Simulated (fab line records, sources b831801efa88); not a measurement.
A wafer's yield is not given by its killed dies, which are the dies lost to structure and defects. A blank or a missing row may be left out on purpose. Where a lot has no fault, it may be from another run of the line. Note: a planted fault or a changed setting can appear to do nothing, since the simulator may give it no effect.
Which tool is to blame? / flow sky130 / 42 wafers from 14 lots sampled at 2 of the route's 708 steps

WHAT THE GAUGES SHOWED, per wafer
Not one reading of a measure or inspect step in the record can be checked against a usual standard deviation.

TOOL THAT RAN EACH LOT (tool first, then ch and the chambers of the sampled wafers, then the start)
lot=L477; SKY_VIA1_CMP_24=cmp-02 ch 1,2,3, day 33 18:06; SKY_PAD_OPEN_PROBE_99=-
lot=L478; SKY_VIA1_CMP_24=cmp-01 ch 1,3, day 33 20:53; SKY_PAD_OPEN_PROBE_99=-
lot=L483; SKY_VIA1_CMP_24=cmp-01 ch 1,2,3, day 35 21:44; SKY_PAD_OPEN_PROBE_99=-
lot=L487; SKY_VIA1_CMP_24=cmp-02 ch 0,2,3, day 37 04:27; SKY_PAD_OPEN_PROBE_99=-
lot=L488; SKY_VIA1_CMP_24=cmp-02 ch 0,2,3, day 37 11:20; SKY_PAD_OPEN_PROBE_99=-
lot=L491; SKY_VIA1_CMP_24=cmp-01 ch 0,1,2, day 38 13:19; SKY_PAD_OPEN_PROBE_99=prober-02, day 49 05:37
lot=L490; SKY_VIA1_CMP_24=cmp-01 ch 0,1,3, day 38 15:23; SKY_PAD_OPEN_PROBE_99=prober-01, day 49 05:51
lot=L492; SKY_VIA1_CMP_24=cmp-01 ch 0,1,2, day 38 20:34; SKY_PAD_OPEN_PROBE_99=prober-02, day 49 11:40
lot=L495; SKY_VIA1_CMP_24=cmp-02 ch 0,1,2, day 39 21:28; SKY_PAD_OPEN_PROBE_99=-
lot=L496; SKY_VIA1_CMP_24=cmp-02 ch 1,3, day 39 23:20; SKY_PAD_OPEN_PROBE_99=prober-02, day 50 05:13
lot=L497; SKY_VIA1_CMP_24=cmp-01 ch 0,3, day 40 06:22; SKY_PAD_OPEN_PROBE_99=-
lot=L498; SKY_VIA1_CMP_24=cmp-01 ch 0,1,2, day 40 14:01; SKY_PAD_OPEN_PROBE_99=-
lot=L499; SKY_VIA1_CMP_24=cmp-02 ch 0,1, day 40 22:58; SKY_PAD_OPEN_PROBE_99=-
lot=L500; SKY_VIA1_CMP_24=cmp-02 ch 0,1,2, day 41 02:35; SKY_PAD_OPEN_PROBE_99=-
- SKY_VIA1_CMP_24: polishes, stops on SiO2, t overpolish 15 s, target thk 0 nm.
- SKY_PAD_OPEN_PROBE_99

WHAT THE TOOLS THEMSELVES READ (means of the sampled wafers that have a number; where no wafer has one, the mark that the record gives instead)
SKY_VIA1_CMP_24. Usual: motor-current-A 10.8 A, standard deviation 1.4; overpolish-run-s 15.000 s, standard deviation 0.009; platen-rpm 60.00 rpm, standard deviation 0.036; time-to-endpoint-s 65.2 s, standard deviation 2.7.
lot=L477; tool=cmp-02; motor-current-A (A)=10.8; overpolish-run-s (s)=14.992; platen-rpm (rpm)=59.97; time-to-endpoint-s (s)=68.5; flag=
lot=L478; tool=cmp-01; motor-current-A (A)=10.6; overpolish-run-s (s)=15.007; platen-rpm (rpm)=60.01; time-to-endpoint-s (s)=66.3; flag=
lot=L483; tool=cmp-01; motor-current-A (A)=10.9; overpolish-run-s (s)=14.998; platen-rpm (rpm)=59.99; time-to-endpoint-s (s)=63.6; flag=
lot=L487; tool=cmp-02; motor-current-A (A)=11.6; overpolish-run-s (s)=15.001; platen-rpm (rpm)=60.01; time-to-endpoint-s (s)=45.8; flag=OFF
lot=L488; tool=cmp-02; motor-current-A (A)=11.7; overpolish-run-s (s)=14.993; platen-rpm (rpm)=59.97; time-to-endpoint-s (s)=55.1; flag=OFF
lot=L491; tool=cmp-01; motor-current-A (A)=10.2; overpolish-run-s (s)=15.000; platen-rpm (rpm)=59.97; time-to-endpoint-s (s)=67.8; flag=
lot=L490; tool=cmp-01; motor-current-A (A)=10.0; overpolish-run-s (s)=14.998; platen-rpm (rpm)=60.01; time-to-endpoint-s (s)=65.5; flag=
lot=L492; tool=cmp-01; motor-current-A (A)=10.1; overpolish-run-s (s)=15.000; platen-rpm (rpm)=60.04; time-to-endpoint-s (s)=68.8; flag=
lot=L495; tool=cmp-02; motor-current-A (A)=11.7; overpolish-run-s (s)=15.004; platen-rpm (rpm)=59.99; time-to-endpoint-s (s)=66.4; flag=
lot=L496; tool=cmp-02; motor-current-A (A)=10.7; overpolish-run-s (s)=14.996; platen-rpm (rpm)=60.02; time-to-endpoint-s (s)=62.6; flag=
lot=L497; tool=cmp-01; motor-current-A (A)=9.2; overpolish-run-s (s)=15.008; platen-rpm (rpm)=59.97; time-to-endpoint-s (s)=65.0; flag=
lot=L498; tool=cmp-01; motor-current-A (A)=10.3; overpolish-run-s (s)=14.994; platen-rpm (rpm)=60.00; time-to-endpoint-s (s)=65.0; flag=
lot=L499; tool=cmp-02; motor-current-A (A)=12.0; overpolish-run-s (s)=14.994; platen-rpm (rpm)=60.05; time-to-endpoint-s (s)=61.7; flag=
lot=L500; tool=cmp-02; motor-current-A (A)=11.2; overpolish-run-s (s)=14.999; platen-rpm (rpm)=60.04; time-to-endpoint-s (s)=63.4; flag=

SKY_PAD_OPEN_PROBE_99. Usual: defect-limited-yield 82.2 %, standard deviation 1.9; killed_at_M0_to_M3 45, standard deviation 7.3; killed_at_M4_up 3.1, standard deviation 1.7; killed-at-contacts 25, standard deviation 5.1; killed-at-front-end 15, standard deviation 4.5; killed-at-other 0.3, standard deviation 0.56; killed-dies 88, standard deviation 9.4; killed-open 47, standard deviation 6.6; killed-short 40, standard deviation 6.9; sort_bin_3_pad_short 0.9 %, standard deviation 0.46; sort_bin_5_function 10.5 %, standard deviation 1.5; sort_bin_6_memory 6.4 %, standard deviation 1.1; sort-n-pass 404, standard deviation 9.4; sort-yield-pct 82.2 %, standard deviation 1.9.
lot=L491; tool=prober-02; defect-limited-yield (%)=82.8; killed_at_M0_to_M3=51; killed_at_M4_up=4.0; killed-at-contacts=20; killed-at-front-end=9; killed-at-other=0.7; killed-dies=85; killed-open=44; killed-short=40; sort_bin_3_pad_short (%)=0.6; sort_bin_5_function (%)=10.2; sort_bin_6_memory (%)=6.4; sort-n-pass=407; sort-yield-pct (%)=82.8; flag=
lot=L490; tool=prober-01; defect-limited-yield (%)=81.7; killed_at_M0_to_M3=50; killed_at_M4_up=2.0; killed-at-contacts=21; killed-at-front-end=17; killed-at-other=0.0; killed-dies=90; killed-open=55; killed-short=35; sort_bin_3_pad_short (%)=0.2; sort_bin_5_function (%)=10.4; sort_bin_6_memory (%)=7.7; sort-n-pass=402; sort-yield-pct (%)=81.7; flag=
lot=L492; tool=prober-02; defect-limited-yield (%)=82.7; killed_at_M0_to_M3=45; killed_at_M4_up=2.7; killed-at-contacts=24; killed-at-front-end=14; killed-at-other=0.0; killed-dies=85; killed-open=41; killed-short=44; sort_bin_3_pad_short (%)=1.0; sort_bin_5_function (%)=10.2; sort_bin_6_memory (%)=6.2; sort-n-pass=407; sort-yield-pct (%)=82.7; flag=
lot=L496; tool=prober-02; defect-limited-yield (%)=82.5; killed_at_M0_to_M3=45; killed_at_M4_up=3.3; killed-at-contacts=22; killed-at-front-end=16; killed-at-other=0.3; killed-dies=86; killed-open=48; killed-short=38; sort_bin_3_pad_short (%)=0.8; sort_bin_5_function (%)=10.1; sort_bin_6_memory (%)=6.6; sort-n-pass=406; sort-yield-pct (%)=82.5; flag=

THE ANSWER, worked out from the rows above alone
Rule: a lot is off if the mean of its wafers that have a number lies more than 3 standard deviations from the usual mean. Also off: a lot with no number at a reading for which 4 or more lots have one. Where the step has rows for the other lots, those lots are counted as sound. After the gauges, taken in route order, come the tools' own readings; for these a lot's mean is taken, as printed above. At the first step where some lot is off, the reading lying furthest off is the one used; lots without a number count as furthest.
Off: L487, L488, at SKY_VIA1_CMP_24 (time-to-endpoint-s).
A tool fits if, at that step or a process step before it, it ran every lot that is off, and no sound lot after the first of them. No candidate that was tried fits.

WHAT THE SIMULATOR HAD INSERTED
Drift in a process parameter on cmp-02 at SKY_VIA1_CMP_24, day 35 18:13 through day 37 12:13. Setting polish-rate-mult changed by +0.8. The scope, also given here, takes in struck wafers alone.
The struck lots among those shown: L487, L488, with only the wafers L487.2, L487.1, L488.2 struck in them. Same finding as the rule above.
